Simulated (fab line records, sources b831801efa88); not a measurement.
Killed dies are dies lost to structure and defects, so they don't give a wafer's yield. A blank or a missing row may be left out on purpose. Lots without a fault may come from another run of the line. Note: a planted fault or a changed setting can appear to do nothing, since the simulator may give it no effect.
Comparing a struck lot with a sound one    flow sky130    34 steps out of a route of 708
Sound: wafers L253.2, L253.3, L253.4. Struck: wafer L259.1 (L259.5, L259.6, from the same lot, were not struck and are left out); the cause is given at the end.
Order at every step that has rows: each side's tool, ch and its chambers, its first start. Under that, the readings that differ: sound wafers    struck wafers    difference of the means    sigmas: that difference in standard deviations of wafers without a fault.
alike: readings with means less than 2 such deviations apart, plus words and numbers identical on both sides. not compared: withheld readings, readings lacking a value on some wafer, bounds such as >300 that could conceal the same value, and numbers that have no deviation in the record and whose values overlap.
The two part at a step that has a row with sigmas, a row that says differs or no value, or rows on one side only. When numbers do not overlap yet have no deviation, they are printed without sigmas and do not part them. A reading missing from all wafers of one side parts the sides only when that side holds two or more wafers.

first, 9 steps without rows for these wafers: SKY_LI_CONTACT_CMP_02 (polishes PSG); SKY_LI_CONTACT_DEHYDRATE_04 (time 60 s); SKY_LI_CONTACT_HMDS_05 (prime time 60 s); SKY_LI_CONTACT_COAT_06 (resist thk 60 nm); SKY_LI_CONTACT_COAT_07 (resist thk 450 nm); SKY_LI_CONTACT_SOFTBAKE_08 (time 90 s); SKY_LI_CONTACT_EXPOSE_09 (exposes mask LICM1, target cd 170 nm); SKY_LI_CONTACT_PEB_10; SKY_LI_CONTACT_DEVELOP_11 (develop time 60 s).
SKY_LI_CONTACT_ETCH_14: etches BARC in N2/H2, stops on SiO2, time 45.9 s, target depth 60 nm.
  sound on rie_diel-02 ch 0,1,2, day 33 22:23; struck on rie_diel-01 ch 1, day 35 05:30
reading                 sound              struck  difference  sigmas
oes_product_au (a.u.)   0.850 0.848 0.850  0.859   +0.010      +2
rf_hours_counter_h (h)  4 10 1             22      +17         
  alike: drypump_motor_current_A, h2_flow_sccm, throttle_valve_pct
then, 23 steps without rows for these wafers: SKY_LI_CONTACT_ETCH_15 (etches PSG in C4F8/O2/Ar, stops on Si, target depth 600 nm); SKY_LI_CONTACT_STRIP_16 (strips in O2/N2); SKY_LI_CONTACT_CLEAN_17 (cleans in NMP, time 600 s); SKY_LI_CONTACT_PRE_CLEAN_18 (time 5.6 s); SKY_LI_CONTACT_SPUTTER_19 (material Ti, target thk 20 nm, time 106.37 s); SKY_LI_CONTACT_SPUTTER_20 (material TiN, target thk 20 nm, time 80 s); SKY_LI_CONTACT_CVD_21 (deposits W, target thk 400 nm, time 120.56 s); SKY_LI_CONTACT_CMP_24 (polishes, stops on PSG, t overpolish 20 s, target thk 0 nm); SKY_LOCAL_INTERCONNECT_SPUTTER_00 (material TiN, target thk 100 nm, time 83.3 s); SKY_LOCAL_INTERCONNECT_DEHYDRATE_03 (time 60 s); SKY_LOCAL_INTERCONNECT_HMDS_04 (prime time 60 s); SKY_LOCAL_INTERCONNECT_COAT_05 (resist thk 60 nm); SKY_LOCAL_INTERCONNECT_COAT_06 (resist thk 450 nm); SKY_LOCAL_INTERCONNECT_SOFTBAKE_07 (time 90 s); SKY_LOCAL_INTERCONNECT_EXPOSE_08 (exposes mask LI1M, target cd 170 nm); SKY_LOCAL_INTERCONNECT_PEB_09; SKY_LOCAL_INTERCONNECT_DEVELOP_10 (develop time 60 s); SKY_LOCAL_INTERCONNECT_ETCH_13 (etches BARC in N2/H2, stops on SiO2, time 45.9 s, target depth 60 nm); SKY_LOCAL_INTERCONNECT_METAL_ETCH_14 (etches TiN in Cl2/BCl3, stops on PSG, target depth 110 nm, time 31.4 s); SKY_LOCAL_INTERCONNECT_STRIP_15 (strips in O2/N2); SKY_LOCAL_INTERCONNECT_STRIP_16 (strips in post etch residue remover, time 1200 s); SKY_LOCAL_INTERCONNECT_CLEAN_17 (cleans in IPA, time 180 s); SKY_LOCAL_INTERCONNECT_CLEAN_18 (cleans in O3/DIW).
-- the record jumps here: 15 days lie between the struck wafers' starts before and after (it left off in module LOCAL_INTERCONNECT and takes up again in module PAD_OPEN, whose first step shown is number 708 of the route) --
SKY_PAD_OPEN_PROBE_99:
  record: rows for the struck wafers here (prober-01, day 50 09:29), none for the sound ones

WHERE THEY PART
At SKY_LI_CONTACT_ETCH_14 first; at SKY_PAD_OPEN_PROBE_99 last (within this record only).

WHY: whatever the simulator had introduced
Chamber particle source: rie_diel-01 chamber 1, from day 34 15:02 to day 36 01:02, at SKY_LI_CONTACT_ETCH_14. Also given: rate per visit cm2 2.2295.
